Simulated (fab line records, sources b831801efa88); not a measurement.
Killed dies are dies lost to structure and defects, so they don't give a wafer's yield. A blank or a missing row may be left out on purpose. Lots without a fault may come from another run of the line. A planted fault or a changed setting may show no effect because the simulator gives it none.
fab line records | flow sfq_line
record lots=14 wafers=42 last_day=83
route steps=325 shown I0@55
lots that met no fault: from a run of the same line without faults
start_h: hours from the record's first day to the start of the lot's first wafer shown | wait_h: hours since the lot's step before | " the same as in the row above | L1.1+2: a row that stands for several wafers | - no value, or no start given | * or withheld: withheld | < > ~ a bound
route shown NAME@n: a module of which the file shows steps, and the number in the route of the first | usual: mean/standard deviation of fault-free wafers | same: alike in all rows | chamber/n: place in a boat | sites: the reading at each site | _std_site: their standard deviation | _edge_site: outer sites' mean less inner sites' | radius_mm: how far each site lies from the wafer's centre | mask NAME#n: copy n | behind: the tool/chamber that last shaped the wafer | hold: why the lot was held/for how many hours/how that ended | device: the transistor (n, p or np) that didn't switch | end of line: the same wafers' tests at the end of the route | a step without rows: its recipe alone | killed: dies lost to structure and defects at the first sort, not the wafer's yield | map: a wafer's dies, x killed, . not, _ none there
set.NAME: the setting as run; set.NAME@STEP: as run at that earlier step | model.NAME: the simulator's own value behind a step, which no gauge read
steps of the route over a sample of lots; a table a step, a row a wafer
services: from which hour (start_h, from the record's first day; less than 0 if before it) a tool's chamber was out of use, for how many hours, and why
## steps
# step SFQ_TRILAYER_I0_VIA_ETCH_VIA_ETCH_034
# recipe target=SiO2 stop_on=Nb mask_material=PR taper_deg=20 chemistry=CHF3 target_depth_nm=260 source_w=500 bias_w=80 pressure_mtorr=30 time_s=withheld
# usual drypump_motor_current_A=5.81/0.29 oes_product_au=0.856/0.005 rf_fwd_power_W=498.5/1.5
# columns lot.wafer tool chamber start_h wait_h drypump_motor_current_A oes_product_au rf_fwd_power_W
L475.2 rie_diel-02 1 281.58 0.0 5.95 0.862 494.8
L475.4 " 1 " " 5.96 0.850 498.9
L475.5 " 2 " " 5.27 0.862 501.8
L476.3 rie_diel-02 1 288.78 0.0 5.97 0.852 497.3
L476.4 " 2 " " 5.29 0.860 498.4
L476.6 " 1 " " 5.95 0.858 497.4
L477.3 rie_diel-04 1 296.41 0.0 6.04 0.858 495.9
L477.4 " 3 " " 5.90 0.853 499.0
L477.5 " 0 " " 5.48 0.852 500.3
L478.1 rie_diel-02 2 301.18 0.0 5.30 0.870 418.9
L478.3 " 0 " " 5.62 0.870 417.9
L478.4 " 1 " " 5.97 0.856 416.8
L479.2 rie_diel-04 3 308.38 0.0 5.90 0.852 497.9
L479.5 " 2 " " 5.98 0.850 500.9
L479.6 " 3 " " 5.93 0.852 499.0
L480.1 rie_diel-02 3 321.23 0.0 6.45 0.849 417.8
L480.2 " 0 " " 5.51 0.864 416.5
L480.5 " 3 " " 6.46 0.846 419.3
L486.2 rie_diel-01 3 397.87 0.0 5.71 0.849 495.9
L486.3 " 0 " " 6.02 0.857 498.1
L486.5 " 0 " " 6.04 0.857 498.5
L487.2 rie_diel-01 1 401.47 0.0 5.59 0.864 497.8
L487.3 " 3 " " 5.68 0.857 495.4
L487.5 " 0 " " 6.04 0.859 499.0
L490.2 rie_diel-02 1 418.27 0.0 5.96 0.852 496.5
L490.4 " 1 " " 5.95 0.851 497.5
L490.6 " 0 " " 5.55 0.857 498.6
L492.3 rie_diel-02 1 431.47 0.0 5.95 0.852 498.5
L492.5 " 1 " " 5.95 0.852 497.2
L492.6 " 0 " " 5.55 0.857 498.4
L493.1 rie_diel-04 1 442.27 0.0 6.09 0.849 499.5
L493.3 " 3 " " 5.93 0.850 499.8
L493.4 " 2 " " 5.94 0.853 499.6
L494.2 rie_diel-01 1 450.67 0.0 5.59 0.850 497.7
L494.3 " 2 " " 5.51 0.859 496.5
L494.4 " 3 " " 5.72 0.860 496.9
L495.3 rie_diel-04 2 455.47 0.0 5.97 0.856 497.9
L495.4 " 3 " " 5.92 0.855 501.5
L495.5 " 1 " " 6.08 0.857 496.8
L497.1 rie_diel-04 3 474.67 0.0 5.91 0.852 501.2
L497.5 " 1 " " 6.10 0.850 501.5
L497.6 " 2 " " 5.98 0.857 498.1
## services
# columns tool chamber start_h hours kind
rie_diel-01 1 257.91 - clean
rie_diel-01 1 257.91 24.8 scheduled_down
rie_diel-01 1 257.91 24.8 vent_cycle
rie_diel-01 3 259.51 21.5 repair
rie_diel-02 0 266.78 - clean
rie_diel-02 0 266.78 21.3 scheduled_down
rie_diel-02 0 266.78 21.3 vent_cycle
rie_diel-01 0 282.75 - clean
rie_diel-01 0 282.75 13.1 scheduled_down
rie_diel-01 - 294.75 14.6 pm
rie_diel-04 - 297.97 2.8 pm
rie_diel-01 2 317.17 12.3 repair
rie_diel-04 3 318.25 13.4 repair
rie_diel-04 0 333.04 14.9 repair
rie_diel-02 3 340.13 123.5 repair
rie_diel-02 - 359.70 2.8 pm
rie_diel-01 - 373.72 0.4 repair
rie_diel-02 - 382.32 0.2 repair
rie_diel-01 2 417.67 11.5 repair
rie_diel-04 0 426.37 14.1 repair
rie_diel-04 0 446.45 9.3 repair
rie_diel-02 3 463.61 - clean
rie_diel-02 3 463.61 18.3 scheduled_down
rie_diel-02 3 463.61 18.3 vent_cycle
## key
first_sign step=SFQ_TRILAYER_I0_VIA_ETCH_VIA_ETCH_034 reading=rf_fwd_power_W direction=down sigmas=54 usual=498.5 struck=417.9
effect none on later readings
met_at SFQ_TRILAYER_I0_VIA_ETCH_VIA_ETCH_034
struck_lots L478,L480
onset_between 288.78 301.18
fault kind=process_parameter_drift tool=rie_diel-02 chamber=- onset_h=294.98 steps=SFQ_TRILAYER_I0_VIA_ETCH_VIA_ETCH_034 channel=source_w offset=-80 shape=step end_h=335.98 acts_in=these_recipes_only stated=500
